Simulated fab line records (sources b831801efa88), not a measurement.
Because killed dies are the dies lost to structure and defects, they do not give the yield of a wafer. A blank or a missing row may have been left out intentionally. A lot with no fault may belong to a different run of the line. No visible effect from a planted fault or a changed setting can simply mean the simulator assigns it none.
Which tool is to blame? / flow gf180mcu / 24 lots (72 wafers sampled), 1 step of a 602-step route

WHAT THE GAUGES READ, wafer by wafer
GF_DUAL_GATE_THK_MEAS_03. Usual: DUAL_GATE_OXIDATION_00_THK gives 10.88 nm (standard deviation 0.21).
lot=L074; measured=day 7 12:57; on=film_metro-04; DUAL_GATE_OXIDATION_00_THK (nm)=10.68 10.81 11.03; flag=
lot=L075; measured=day 7 19:38; on=film_metro-02; DUAL_GATE_OXIDATION_00_THK (nm)=11.10 11.35 11.27; flag=
lot=L076; measured=day 8 05:58; on=film_metro-01; DUAL_GATE_OXIDATION_00_THK (nm)=10.68 10.74 10.64; flag=
lot=L077; measured=day 8 16:14; on=film_metro-04; DUAL_GATE_OXIDATION_00_THK (nm)=10.81 11.01 11.07; flag=
lot=L078; measured=day 9 00:05; on=film_metro-02; DUAL_GATE_OXIDATION_00_THK (nm)=11.09 11.16 10.70; flag=
lot=L079; measured=day 9 03:25; on=film_metro-04; DUAL_GATE_OXIDATION_00_THK (nm)=11.05 10.84 10.92; flag=
lot=L080; measured=day 9 11:59; on=film_metro-04; DUAL_GATE_OXIDATION_00_THK (nm)=10.95 10.94 10.95; flag=
lot=L081; measured=day 9 20:40; on=film_metro-04; DUAL_GATE_OXIDATION_00_THK (nm)=11.00 10.91 10.86; flag=
lot=L082; measured=day 9 21:10; on=film_metro-04; DUAL_GATE_OXIDATION_00_THK (nm)=10.62 10.69 10.52; flag=
lot=L083; measured=day 10 04:49; on=film_metro-04; DUAL_GATE_OXIDATION_00_THK (nm)=10.73 10.99 10.75; flag=
lot=L084; measured=day 10 09:29; on=film_metro-04; DUAL_GATE_OXIDATION_00_THK (nm)=10.69 10.70 10.76; flag=
lot=L085; measured=day 10 18:35; on=film_metro-01; DUAL_GATE_OXIDATION_00_THK (nm)=10.44 10.22 10.37; flag=
lot=L086; measured=day 11 03:08; on=film_metro-02; DUAL_GATE_OXIDATION_00_THK (nm)=10.83 10.96 10.96; flag=
lot=L087; measured=day 11 06:34; on=film_metro-04; DUAL_GATE_OXIDATION_00_THK (nm)=10.59 10.71 10.41; flag=
lot=L088; measured=day 11 11:53; on=film_metro-01; DUAL_GATE_OXIDATION_00_THK (nm)=10.91 11.23 10.95; flag=
lot=L089; measured=day 11 19:22; on=film_metro-04; DUAL_GATE_OXIDATION_00_THK (nm)=11.06 11.03 11.01; flag=
lot=L090; measured=day 12 05:22; on=film_metro-04; DUAL_GATE_OXIDATION_00_THK (nm)=11.05 11.16 11.12; flag=
lot=L091; measured=day 12 10:31; on=film_metro-02; DUAL_GATE_OXIDATION_00_THK (nm)=11.06 10.95 11.26; flag=
lot=L092; measured=day 12 17:59; on=film_metro-01; DUAL_GATE_OXIDATION_00_THK (nm)=10.86 10.83 10.73; flag=
lot=L093; measured=day 13 00:59; on=film_metro-02; DUAL_GATE_OXIDATION_00_THK (nm)=11.22 11.05 11.21; flag=
lot=L094; measured=day 13 10:25; on=film_metro-02; DUAL_GATE_OXIDATION_00_THK (nm)=10.54 10.59 10.51; flag=
lot=L095; measured=day 13 13:29; on=film_metro-04; DUAL_GATE_OXIDATION_00_THK (nm)=10.98 11.08 11.19; flag=
lot=L096; measured=day 13 19:17; on=film_metro-01; DUAL_GATE_OXIDATION_00_THK (nm)=10.96 10.99 10.79; flag=
lot=L097; measured=day 14 01:48; on=film_metro-04; DUAL_GATE_OXIDATION_00_THK (nm)=10.84 10.89 10.88; flag=

EACH LOT AND THE TOOL THAT RAN IT (in order: tool; ch and the chambers of the sampled wafers; start)
The record shows no process step preceding these readings.

AS READ BY THE TOOLS THEMSELVES (means over the sampled wafers that have a number; for cases with no such wafer, the mark the record gives instead)
The record holds no such reading with a usual standard deviation.

THE ANSWER, worked out from the rows above alone
Rule: a lot counts as off when the mean over its wafers that have a number is more than 3 standard deviations away from the usual mean. Also off: a lot with no number at a reading for which 4 or more lots have one. The other lots that the step has rows for count as sound. Order of review: gauges by route order, followed by the tools' own readings, for which a lot's mean as printed above is used. The first step at which some lot is off is used, and at that step the reading that is off furthest; a lot without a number counts as furthest.
Across all readings shown, no lot is off: no conclusion can be drawn from this.

WHAT THE SIMULATOR PUT IN
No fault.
